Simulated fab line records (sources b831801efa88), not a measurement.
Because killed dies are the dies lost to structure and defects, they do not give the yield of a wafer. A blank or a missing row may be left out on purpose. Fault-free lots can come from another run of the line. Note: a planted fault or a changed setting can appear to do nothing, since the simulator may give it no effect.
fab line records + flow sky130
record
- lots=5
- wafers=15
- lastDay=49
route steps=708 shown VIA3@575 PAD_OPEN@708
lots that met no fault: taken from a fault-free run of the same line
startH: hours from the record's first day to the start of the lot's first wafer shown + waitH: hours from the lot's prior step to this one + " unchanged from the row above + L1.1+2: several wafers, shown together as one row + - value missing, or start not given + * or withheld: withheld + < > ~ a bound
route shown NAME@n: NAME is a module with steps in the file, n the number in the route of the first one + usual: the fault-free wafers' mean and standard deviation + same: alike in all rows + chamber/n: place in a boat + sites: each site's reading + _std_site: standard deviation across them + _edge_site: outer sites' mean less inner sites' + radiusMm: how far each site lies from the wafer's centre + mask NAME#n: copy n + behind: tool/chamber where the wafer was last shaped + hold: reason for holding the lot/hours on hold/outcome of the hold + device: names the non-switching transistor (n, p or np) + end of line: the same wafers' tests at the end of the route + a step without rows: its recipe alone + killed: at the first sort, the dies lost to defects and structure; wafer yield is something else + map: dies across one wafer; x = killed, . = not, _ = none there
set.NAME: the setting that was run; set.NAME@STEP: the one run at that earlier step + model.NAME: the simulator's own value behind a step, which no gauge read
lots at selected steps of the route; one table per step, one row per wafer
services: from which hour (startH, from the record's first day; less than 0 if before it) a tool's chamber was out of use, for how many hours, and why
## steps
# step SKY_VIA3_CMP_02
# recipe
- material=SiO2
- downForcePsi=4
- platenRpm=60
- padVelocityMS=0.94248
# usual
- motorCurrentA=12.1/1.3
| lot.wafer | tool   | chamber | startH  | waitH | motorCurrentA |
|-----------|--------|---------|---------|-------|---------------|
| L950.4    | cmp-01 | 2       | 993.26  | 0.1   | 11.3          |
| L950.2    | "      | 3       | "       | "     | 10.9          |
| L950.5    | "      | 1       | "       | "     | 14.3          |
| L951.3    | cmp-01 | 1       | 1002.91 | 0.2   | 14.5          |
| L951.6    | "      | 2       | "       | "     | 11.6          |
| L951.5    | "      | 3       | "       | "     | 11.2          |
| L953.4    | cmp-02 | 0       | 1023.85 | 0.0   | 10.8          |
| L953.1    | "      | 1       | "       | "     | 11.9          |
| L953.2    | "      | 2       | "       | "     | 13.7          |
| L955.1    | cmp-02 | 2       | 1026.86 | 0.1   | 13.9          |
| L955.2    | "      | 3       | "       | "     | 13.2          |
| L955.5    | "      | 3       | "       | "     | 13.2          |
| L957.1    | cmp-02 | 3       | 1033.90 | 0.1   | 13.1          |
| L957.3    | "      | 2       | "       | "     | 13.3          |
| L957.5    | "      | 3       | "       | "     | 13.1          |
# step SKY_VIA3_BOW_MEAS_03
# recipe
- mode=bow
# usual
- VIA3_BOW=79/7.9
| lot.wafer | tool         | chamber | startH  | waitH | VIA3_BOW[um] |
|-----------|--------------|---------|---------|-------|--------------|
| L950.2    | filmMetro-01 | -       | 993.48  | 0.1   | 70           |
| L950.4    | "            | -       | "       | "     | 63           |
| L950.5    | "            | -       | "       | "     | 80           |
| L951.3    | filmMetro-02 | -       | 1003.10 | 0.1   | 88           |
| L951.5    | "            | -       | "       | "     | 74           |
| L951.6    | "            | -       | "       | "     | 85           |
| L953.1    | filmMetro-01 | -       | 1024.15 | 0.2   | 82           |
| L953.2    | "            | -       | "       | "     | 73           |
| L953.4    | "            | -       | "       | "     | 75           |
| L955.1    | filmMetro-01 | -       | 1027.16 | 0.2   | 85           |
| L955.2    | "            | -       | "       | "     | 87           |
| L955.5    | "            | -       | "       | "     | 92           |
| L957.1    | filmMetro-02 | -       | 1034.20 | 0.2   | 71           |
| L957.3    | "            | -       | "       | "     | 70           |
| L957.5    | "            | -       | "       | "     | 70           |
# step SKY_VIA3_DEHYDRATE_04
# recipe
- tempC=200
- timeS=60
# step SKY_VIA3_HMDS_05
# recipe
- primeTimeS=60
- primeTempC=120
# step SKY_VIA3_COAT_06
# recipe
- resist=BARC
- tempC=withheld
- timeS=withheld
- spinRpm=3000
- resistThkNm=60
# step SKY_VIA3_COAT_07
# recipe
- resist=KrF-thick
- spinRpm=3000
- resistThkNm=450
# step SKY_VIA3_SOFTBAKE_08
# recipe
- tempC=100
- timeS=90
- resist=KrF-thick
# step SKY_VIA3_EXPOSE_09
# recipe
- maskId=VIM3
- na=0.8
- sourceShape=annular
- sigmaInner=0.55
- sigmaOuter=0.85
- targetCdNm=200
- doseMj=38
# step SKY_VIA3_PEB_10
# recipe
- pebTempC=withheld
- pebTimeS=withheld
- resist=KrF-thick
# step SKY_VIA3_DEVELOP_11
# recipe
- developTimeS=60
- resist=KrF-thick
- devTempC=21
# step SKY_VIA3_CD_MEAS_12
# recipe
- targetCdNm=200
# usual
- cdNm=200.6/1.3
| lot.wafer | tool     | chamber | startH  | waitH | cdNm  |
|-----------|----------|---------|---------|-------|-------|
| L950.2    | cdSem-02 | -       | 1016.02 | -     | 199.6 |
| L950.4    | "        | -       | "       | "     | 198.7 |
| L950.5    | "        | -       | "       | "     | 199.6 |
| L951.3    | cdSem-01 | -       | 1025.74 | -     | 201.1 |
| L951.5    | "        | -       | "       | "     | 200.6 |
| L951.6    | "        | -       | "       | "     | 200.3 |
| L953.1    | cdSem-02 | -       | 1046.32 | -     | 203.3 |
| L953.2    | "        | -       | "       | "     | 201.8 |
| L953.4    | "        | -       | "       | "     | 201.7 |
| L955.1    | cdSem-02 | -       | 1049.60 | -     | 198.7 |
| L955.2    | "        | -       | "       | "     | 199.7 |
| L955.5    | "        | -       | "       | "     | 198.9 |
| L957.1    | cdSem-01 | -       | 1056.60 | -     | 201.9 |
| L957.3    | "        | -       | "       | "     | 202.0 |
| L957.5    | "        | -       | "       | "     | 202.0 |
# step SKY_VIA3_OVL_MEAS_13
# usual
- VIA3_OVL=-5/4.8
| lot.wafer | tool       | chamber | startH  | waitH | VIA3_OVL[nm] |
|-----------|------------|---------|---------|-------|--------------|
| L950.2    | overlay-01 | -       | 1016.13 | 0.1   | 3            |
| L950.4    | "          | -       | "       | "     | 1            |
| L950.5    | "          | -       | "       | "     | -8           |
| L951.3    | overlay-01 | -       | 1025.83 | 0.1   | 0            |
| L951.5    | "          | -       | "       | "     | -6           |
| L951.6    | "          | -       | "       | "     | -5           |
| L953.1    | overlay-02 | -       | 1046.44 | 0.1   | -6           |
| L953.2    | "          | -       | "       | "     | -4           |
| L953.4    | "          | -       | "       | "     | -6           |
| L955.1    | overlay-01 | -       | 1049.72 | 0.1   | -3           |
| L955.2    | "          | -       | "       | "     | -14          |
| L955.5    | "          | -       | "       | "     | -7           |
| L957.1    | overlay-01 | -       | 1056.72 | 0.1   | -1           |
| L957.3    | "          | -       | "       | "     | -6           |
| L957.5    | "          | -       | "       | "     | -9           |
# step SKY_VIA3_ETCH_14
# recipe
- chemistry=N2/H2
- target=BARC
- ionEnergyEv=200
- sourceW=500
- biasW=100
- pressureMtorr=30
- n2FlowSccm=100
- h2FlowSccm=200
- stopOn=SiO2
- timeS=45.9
- targetDepthA=600
# usual
- drypumpMotorCurrentA=5.7/0.51
- oesProductAu=0.856/0.0048
- throttleValvePct=13.225/0.0097
| lot.wafer | tool       | chamber | startH  | waitH | drypumpMotorCurrentA | oesProductAu | rfHoursCounterH | throttleValvePct | model.KrF-thick_of_VIA3_COAT_07.thkNm | model.etch.depthNm | model.VIA3.cdNm |
|-----------|------------|---------|---------|-------|----------------------|--------------|-----------------|------------------|---------------------------------------|--------------------|-----------------|
| L950.2    | rieDiel-04 | 1       | 1016.16 | 0.0   | 4.8                  | 0.851        | 8               | 13.224           | 394.5                                 | 60.26              | 200.2           |
| L950.4    | "          | 0       | "       | "     | 6.3                  | 0.860        | 17              | 13.220           | 393.3                                 | 60.29              | 199.8           |
| L950.5    | "          | 3       | "       | "     | 5.3                  | 0.851        | -               | 13.241           | 395.4                                 | 60.16              | 199.5           |
| L951.3    | rieDiel-03 | 3       | 1025.86 | 0.0   | 5.8                  | 0.864        | 23              | 13.229           | 393.7                                 | 60.23              | 202.4           |
| L951.5    | "          | 3       | "       | "     | 5.8                  | 0.851        | -               | 13.224           | 392.8                                 | 60.36              | 201.9           |
| L951.6    | "          | 0       | "       | "     | 6.5                  | 0.850        | -               | 13.235           | 392.5                                 | 60.27              | 200.5           |
| L953.1    | rieDiel-01 | 0       | 1046.48 | 0.0   | 5.3                  | 0.854        | 15              | 13.225           | 393.5                                 | 59.96              | 203             |
| L953.2    | "          | 3       | "       | "     | 6.0                  | 0.857        | 24              | 13.233           | 393.8                                 | 59.96              | 201.7           |
| L953.4    | "          | 1       | "       | "     | 5.8                  | 0.852        | 21              | 13.231           | 394                                   | 59.86              | 200.4           |
| L955.1    | rieDiel-03 | 3       | 1049.76 | 0.0   | 5.8                  | 0.846        | 24              | 13.220           | 394.4                                 | 59.98              | 200.4           |
| L955.2    | "          | 0       | "       | "     | 6.5                  | 0.860        | 14              | 13.220           | 394.8                                 | 60.37              | 199.7           |
| L955.5    | "          | 3       | "       | "     | 5.8                  | 0.858        | -               | 13.228           | 394.6                                 | 60.24              | 200             |
| L957.1    | rieDiel-04 | 2       | 1056.76 | 0.0   | 5.5                  | 0.800        | 19              | 13.232           | 406.6                                 | 53.13              | 199.1           |
| L957.3    | "          | 1       | "       | "     | 4.7                  | 0.865        | 9               | 13.225           | 392.4                                 | 60                 | 202.6           |
| L957.5    | "          | 2       | "       | "     | 5.5                  | 0.853        | -               | 13.219           | 393.1                                 | 60.13              | 202.3           |
# step SKY_VIA3_ETCH_15
# recipe
- target=SiO2
- chemistry=C4F8/O2/Ar
- targetDepthNm=507
- stopOn=TiN
- maskMaterial=KrF-thick
- sourceW=1500
- biasW=1200
- pressureMtorr=40
- c4f8FlowSccm=withheld
- O2_flow_sccm=6
- Ar_flow_sccm=300
- timeS=78
# usual
- oesProductAu=0.946/0.0045
| lot.wafer | tool       | chamber | startH  | waitH | oesProductAu | rfHoursCounterH | model.KrF-thick_of_VIA3_COAT_07.thkNm |
|-----------|------------|---------|---------|-------|--------------|-----------------|---------------------------------------|
| L950.2    | rieDiel-04 | 1       | 1016.20 | 0.0   | 0.956        | 8               | 293.9                                 |
| L950.4    | "          | 0       | "       | "     | 0.944        | 17              | 290.4                                 |
| L950.5    | "          | 3       | "       | "     | 0.943        | -               | 296.6                                 |
| L951.3    | rieDiel-03 | 3       | 1025.90 | 0.0   | 0.954        | 23              | 293.2                                 |
| L951.5    | "          | 3       | "       | "     | 0.941        | -               | 291.6                                 |
| L951.6    | "          | 0       | "       | "     | 0.946        | -               | 290.6                                 |
| L953.1    | rieDiel-01 | 0       | 1046.52 | 0.0   | 0.944        | 15              | 293.6                                 |
| L953.2    | "          | 3       | "       | "     | 0.947        | 24              | 294.3                                 |
| L953.4    | "          | 1       | "       | "     | 0.945        | 21              | 294                                   |
| L955.1    | rieDiel-03 | 3       | 1049.80 | 0.0   | 0.941        | 24              | 293.7                                 |
| L955.2    | "          | 0       | "       | "     | 0.947        | 14              | 294.8                                 |
| L955.5    | "          | 3       | "       | "     | 0.947        | -               | 294                                   |
| L957.1    | rieDiel-04 | 2       | 1056.80 | 0.0   | 0.744        | 19              | 308.2                                 |
| L957.3    | "          | 1       | "       | "     | 0.940        | 9               | 292.5                                 |
| L957.5    | "          | 2       | "       | "     | 0.941        | -               | 293.6                                 |
# step SKY_VIA3_STRIP_16
# recipe
- chemistry=O2/N2
- powerW=1400
- pressureMtorr=1500
- platenTempC=withheld
- o2FlowSccm=3000
- n2FlowSccm=300
- overashFraction=0.5
# usual
- drypumpMotorCurrentA=5.5/0.32
- oesProductAu=0.403/0.0046
- stripTimeToEndpointS=4.145/0.024
| lot.wafer | tool           | chamber | startH  | waitH | drypumpMotorCurrentA | oesProductAu | rfHoursCounterH | stripTimeToEndpointS |
|-----------|----------------|---------|---------|-------|----------------------|--------------|-----------------|----------------------|
| L950.2    | plasmaAsher-04 | 0       | 1016.26 | 0.0   | 5.6                  | 0.410        | 90              | 4.149                |
| L950.4    | "              | 1       | "       | "     | 5.8                  | 0.394        | -               | 4.123                |
| L950.5    | "              | 0       | "       | "     | 5.7                  | 0.401        | -               | 4.182                |
| L951.3    | plasmaAsher-04 | 0       | 1025.99 | 0.1   | 5.7                  | 0.405        | -               | 4.155                |
| L951.5    | "              | 0       | "       | "     | 5.7                  | 0.403        | -               | 4.130                |
| L951.6    | "              | 1       | "       | "     | 5.8                  | 0.405        | -               | 4.115                |
| L953.1    | plasmaAsher-04 | 0       | 1046.58 | 0.0   | 5.6                  | 0.412        | 93              | 4.160                |
| L953.2    | "              | 1       | "       | "     | 5.8                  | 0.409        | 93              | 4.150                |
| L953.4    | "              | 0       | "       | "     | 5.6                  | 0.407        | -               | 4.171                |
| L955.1    | plasmaAsher-04 | 0       | 1049.86 | 0.0   | 5.6                  | 0.407        | 93              | 4.149                |
| L955.2    | "              | 1       | "       | "     | 5.9                  | 0.405        | 93              | 4.169                |
| L955.5    | "              | 1       | "       | "     | 5.8                  | 0.407        | -               | 4.178                |
| L957.1    | plasmaAsher-04 | 1       | 1056.86 | 0.0   | 5.8                  | 0.406        | 94              | 4.328                |
| L957.3    | "              | 1       | "       | "     | 5.8                  | 0.407        | -               | 4.141                |
| L957.5    | "              | 1       | "       | "     | 5.8                  | 0.403        | -               | 4.163                |
# step SKY_VIA3_STRIP_17
# recipe
- chemistry=postEtchResidueRemover
- timeS=1200
- tempC=72.5
# step SKY_PAD_OPEN_PROBE_99
# usual
- defectLimitedYield=82.6/1.9
- killed_at_M0_to_M3=42/7.1
- killed_at_M4_up=3.3/1.9
- killedAtContacts=24/5
- killedAtFrontEnd=15/4.7
- killedAtOther=0.3/0.61
- killedDies=86/9.6
- killedOnRim=17/3.8
- killedOpen=47/7.5
- killedShort=38/6.6
# same
- grossDies=492
- killedAtBackSide=0
| lot.wafer | tool      | chamber | startH  | waitH | defectLimitedYield[%] | killed_at_M0_to_M3 | killed_at_M4_up | killedAtContacts | killedAtFrontEnd | killedAtOther | killedDies | killedOnRim | killedOpen | killedShort | model.etest.tester.sortNPass | model.etest.tester.sort_bin_5_pct | model.etest.tester.sortYieldPct | model.etest.via3Chain.rcOhm | model.etest.tester.sort_bin_8_pct |
|-----------|-----------|---------|---------|-------|-----------------------|--------------------|-----------------|------------------|------------------|---------------|------------|-------------|------------|-------------|------------------------------|-----------------------------------|---------------------------------|-----------------------------|-----------------------------------|
| L950.2    | prober-02 | -       | 1151.07 | 0.1   | 82.1                  | 44                 | 7               | 24               | 13               | 0             | 88         | 17          | 50         | 38          | 404                          | 10.16                             | 82.11                           | 9.416                       | 0                                 |
| L950.4    | prober-02 | -       | 1151.17 | 0.2   | 80.5                  | 51                 | 8               | 25               | 12               | 0             | 96         | 19          | 56         | 40          | 396                          | 12.4                              | 80.49                           | 10.13                       | 0                                 |
| L950.5    | prober-02 | -       | 1151.22 | 0.2   | 85.6                  | 34                 | 7               | 21               | 8                | 1             | 71         | 12          | 35         | 36          | 421                          | 8.13                              | 85.57                           | 9.835                       | 0                                 |
| L951.3    | prober-01 | -       | 1157.15 | 0.2   | 80.1                  | 45                 | 4               | 29               | 20               | 0             | 98         | 22          | 49         | 49          | 394                          | 12.2                              | 80.08                           | 9.857                       | 0                                 |
| L951.5    | prober-01 | -       | 1157.25 | 0.2   | 85.0                  | 37                 | 1               | 24               | 12               | 0             | 74         | 16          | 40         | 34          | 418                          | 10.16                             | 84.96                           | 9.748                       | 0                                 |
| L951.6    | prober-01 | -       | 1157.30 | 0.2   | 82.9                  | 48                 | 2               | 22               | 12               | 0             | 84         | 21          | 45         | 38          | 408                          | 9.35                              | 82.93                           | 9.165                       | 0                                 |
| L953.1    | prober-02 | -       | 1175.77 | 0.1   | 79.9                  | 48                 | 2               | 22               | 27               | 0             | 99         | 21          | 60         | 39          | 393                          | 12.2                              | 79.88                           | 9.625                       | 0                                 |
| L953.2    | prober-02 | -       | 1175.82 | 0.1   | 83.1                  | 35                 | 6               | 30               | 11               | 1             | 83         | 12          | 38         | 45          | 409                          | 9.959                             | 83.13                           | 9.581                       | 0                                 |
| L953.4    | prober-02 | -       | 1175.92 | 0.2   | 84.3                  | 41                 | 4               | 18               | 14               | 0             | 77         | 17          | 35         | 42          | 415                          | 8.333                             | 84.35                           | 9.47                        | 0                                 |
| L955.1    | prober-01 | -       | 1177.27 | 0.1   | 85.8                  | 33                 | 3               | 21               | 13               | 0             | 70         | 12          | 48         | 22          | 422                          | 9.553                             | 85.77                           | 9.65                        | 0                                 |
| L955.2    | prober-01 | -       | 1177.32 | 0.1   | 83.9                  | 41                 | 3               | 20               | 13               | 2             | 79         | 14          | 44         | 33          | 413                          | 10.16                             | 83.94                           | 9.499                       | 0                                 |
| L955.5    | prober-01 | -       | 1177.47 | 0.2   | 84.3                  | 40                 | 2               | 22               | 13               | 0             | 77         | 15          | 40         | 37          | 415                          | 11.18                             | 84.35                           | 9.835                       | 0                                 |
| L957.1    | prober-01 | -       | 1181.24 | 0.1   | 56.7                  | 167                | 2               | 29               | 14               | 1             | 213        | 89          | 50         | 35          | 254                          | 41.06                             | 51.63                           | 19.15                       | 1.316e-09                         |
| L957.3    | prober-01 | -       | 1181.34 | 0.2   | 83.1                  | 46                 | 3               | 16               | 17               | 1             | 83         | 18          | 39         | 40          | 409                          | 9.35                              | 83.13                           | 9.164                       | 0                                 |
| L957.5    | prober-01 | -       | 1181.44 | 0.2   | 85.2                  | 31                 | 2               | 25               | 14               | 1             | 73         | 13          | 38         | 33          | 419                          | 9.146                             | 85.16                           | 9.021                       | 0                                 |
# killed by level:class
L950.2 CONTACT:geometricParticle:open=10 VIA1:geometricParticle:open=8 VIA2:geometricParticle:open=8 LI_CONTACT:geometricParticle:open=6 CONTACT:geometricParticle:short=6 VIA2:geometricParticle:short=6 METAL4:geometricParticle:short=6 METAL2:geometricParticle:short=5
L950.4 VIA1:geometricParticle:open=13 VIA2:geometricParticle:open=9 CONTACT:geometricParticle:open=8 LI_CONTACT:geometricParticle:open=7 VIA3:geometricParticle:open=7 CONTACT:geometricParticle:short=6 METAL3:geometricParticle:short=5 METAL2:geometricParticle:short=4
L950.5 CONTACT:geometricParticle:open=10 VIA2:geometricParticle:open=8 CONTACT:geometricParticle:short=7 VIA1:geometricParticle:open=7 METAL4:geometricParticle:short=6 VIA1:geometricParticle:short=5 VIA3:geometricParticle:open=4 FIELD_ISO:geometricParticle:short=3
L951.3 VIA1:geometricParticle:open=10 CONTACT:geometricParticle:open=9 VIA3:geometricParticle:open=9 VIA3:geometricParticle:short=8 FIELD_ISO:geometricParticle:open=6 CONTACT:geometricParticle:short=6 FIELD_ISO:geometricParticle:short=5 LI_CONTACT:geometricParticle:open=5
L951.5 VIA1:geometricParticle:open=11 CONTACT:geometricParticle:open=7 VIA3:geometricParticle:open=7 LI_CONTACT:geometricParticle:open=5 LI_CONTACT:geometricParticle:short=5 CONTACT:geometricParticle:short=4 VIA2:geometricParticle:open=4 SPACER:geometricParticle:short=3
L951.6 VIA1:geometricParticle:open=11 CONTACT:geometricParticle:open=10 METAL3:geometricParticle:short=7 METAL1:geometricParticle:short=7 VIA2:geometricParticle:short=6 VIA2:geometricParticle:open=6 FIELD_ISO:geometricParticle:open=5 POLY_GATE:geometricParticle:open=4
L953.1 VIA1:geometricParticle:open=13 CONTACT:geometricParticle:open=11 LI_CONTACT:geometricParticle:open=7 VIA2:geometricParticle:open=7 POLY_GATE:geometricParticle:short=6 VIA3:geometricParticle:open=6 FIELD_ISO:geometricParticle:open=5 FIELD_ISO:geometricParticle:short=4
L953.2 LI_CONTACT:geometricParticle:open=8 CONTACT:geometricParticle:open=7 CONTACT:geometricParticle:short=7 VIA1:geometricParticle:open=6 METAL2:geometricParticle:short=6 LOCAL_INTERCONNECT:geometricParticle:short=5 VIA3:geometricParticle:open=5 VIA2:geometricParticle:open=4
L953.4 METAL2:geometricParticle:short=8 CONTACT:geometricParticle:open=6 POLY_GATE:geometricParticle:open=5 CONTACT:geometricParticle:short=5 VIA1:geometricParticle:open=5 METAL1:geometricParticle:short=5 VIA3:geometricParticle:open=5 FIELD_ISO:geometricParticle:open=4
L955.1 CONTACT:geometricParticle:open=8 LI_CONTACT:geometricParticle:open=7 VIA1:geometricParticle:open=7 VIA3:geometricParticle:open=7 METAL3:geometricParticle:short=5 SPACER:geometricParticle:open=4 VIA2:geometricParticle:open=4 METAL1:geometricParticle:short=3
L955.2 VIA1:geometricParticle:open=9 VIA2:geometricParticle:open=9 FIELD_ISO:geometricParticle:open=6 LI_CONTACT:geometricParticle:open=6 CONTACT:geometricParticle:open=5 VIA1:geometricParticle:short=5 METAL2:geometricParticle:short=5 VIA3:geometricParticle:open=4
L955.5 LI_CONTACT:geometricParticle:open=8 VIA2:geometricParticle:open=6 VIA1:geometricParticle:open=6 VIA1:geometricParticle:short=6 CONTACT:geometricParticle:short=5 CONTACT:geometricParticle:open=5 POLY_GATE:geometricParticle:open=4 METAL1:geometricParticle:short=4
L957.1 VIA3:areaEtch=125 CONTACT:geometricParticle:open=16 VIA1:geometricParticle:open=12 VIA2:geometricParticle:open=8 VIA1:geometricParticle:short=7 METAL1:geometricParticle:short=6 FIELD_ISO:geometricParticle:short=5 LI_CONTACT:geometricParticle:open=4
L957.3 METAL1:geometricParticle:short=11 VIA1:geometricParticle:open=11 LI_CONTACT:geometricParticle:open=7 VIA2:geometricParticle:open=6 VIA1:geometricParticle:short=5 FIELD_ISO:geometricParticle:short=4 METAL3:geometricParticle:short=4 FIELD_ISO:geometricParticle:open=3
L957.5 CONTACT:geometricParticle:open=10 LI_CONTACT:geometricParticle:open=8 VIA1:geometricParticle:short=6 VIA2:geometricParticle:open=6 FIELD_ISO:geometricParticle:short=5 VIA1:geometricParticle:open=5 CONTACT:geometricParticle:short=4 METAL1:geometricParticle:short=4
# map L957.1 (x killed, . not)
__________xxxxxxxxxx_________
________xxx...xxxxxxxx_______
______x.........xx..xxxx_____
_____x..x...........xxxxx____
____x........x.....x...xxx___
___.x..........xx..xx...xxx__
__x.x....x......x......xxxxx_
_xx....x........xx.....x.xxxx
_xx.x................x....xxx
_xx..x....x........xxx....x.x
_xx...x.........x.x...xx.x.xx
_xx.x......x..x............xx
_x.x.x....x.x....x.......xxxx
_xxxx......x.x......xx......x
_xx..x.x...xxx......x...x.xxx
__xxx......x.........x.xxxxx_
___xxx......x...........xxx__
____x.xx...xx..x.....x.xxx___
_____xxxx.x.xx...x.xxxxxx____
______xxxxxx.xxx.xxxxxxx_____
________xxxxxxxxxxxxxx_______
__________xxxxxxxxxx_________
# map L950.4 (x killed, . not)
__________...x...x.._________
________......x......._______
______.x.x..x..........._____
_____..x..x.....x..x.....____
____..x...x...x.x.....x..x___
___....x..x..x...x.....x...__
__...x.......x.......x......_
_.x.xx.x.....x.x..x....x.....
_....x.....x........x....x...
_x.x.x....x.xx.x..........x..
_x.........x......x..........
_.x....x.xx.x.x.x..x......x..
_.x....x..x......xx.x........
_....x.....x..x.x.....x......
_........x.....x......x.....x
__x...x....xx..x.....x.....x_
___...................x...x__
____.......x.............x___
_____....x..x.x....x...x.____
______........xx......x._____
________..x..x......x._______
__________.....x.x.x_________
## services
| tool       | chamber | startH  | hours | kind   |
|------------|---------|---------|-------|--------|
| rieDiel-03 | 1       | 972.57  | 15.9  | repair |
| rieDiel-03 | 0       | 976.81  | 3.8   | repair |
| rieDiel-03 | 1       | 992.47  | 8.5   | repair |
| cmp-02     | -       | 999.05  | 0.9   | repair |
| cmp-02     | -       | 999.96  | 14.3  | pm     |
| cmp-01     | -       | 1012.96 | 3.1   | repair |
| cmp-02     | -       | 1016.40 | 4.2   | pm     |
| rieDiel-04 | 0       | 1017.51 | 5.3   | repair |
| cmp-02     | -       | 1017.86 | 1.2   | repair |
| cmp-01     | -       | 1021.64 | 4.3   | repair |
| cmp-02     | -       | 1035.25 | 2.1   | repair |
| rieDiel-03 | -       | 1046.58 | 0.8   | repair |
| rieDiel-03 | 3       | 1052.54 | 10.3  | repair |
| rieDiel-01 | 3       | 1056.20 | 12.8  | repair |
## key
firstSign
- step=SKY_VIA3_ETCH_14
- reading=oesProductAu
- direction=down
- sigmas=12
- usual=0.856
- struck=0.800
effect
- step=SKY_VIA3_ETCH_15
- reading=oesProductAu
- direction=down
- sigmas=45
- usual=0.946
- struck=0.744
effect
- step=SKY_VIA3_STRIP_16
- reading=stripTimeToEndpointS
- direction=up
- sigmas=7.7
- usual=*
- struck=*
effect
- step=SKY_PAD_OPEN_PROBE_99
- reading=killed_at_M0_to_M3
- direction=up
- sigmas=17
- usual=42
- struck=167
modelEffect
- step=SKY_VIA3_ETCH_14
- value=KrF-thick_of_VIA3_COAT_07.thkNm
- without=392.9
- struck=406.6
modelEffect
- step=SKY_VIA3_ETCH_15
- value=KrF-thick_of_VIA3_COAT_07.thkNm
- without=294.5
- struck=308.2
modelEffect
- step=SKY_PAD_OPEN_PROBE_99
- value=etest.tester.sortNPass
- without=404
- struck=254
moreKillsBornAt
- SKY_VIA3_ETCH_14@rieDiel-04=125
metAt SKY_VIA3_ETCH_14
struckWafers L957.1
onsetBetween 1016.16 1056.76
fault
- kind=processParameterDrift
- tool=rieDiel-04
- chamber=-
- onsetH=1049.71
- steps=SKY_VIA3_ETCH_14
- channel=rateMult
- offset=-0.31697
- shape=step
- endH=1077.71
- scope=struckWafersOnly
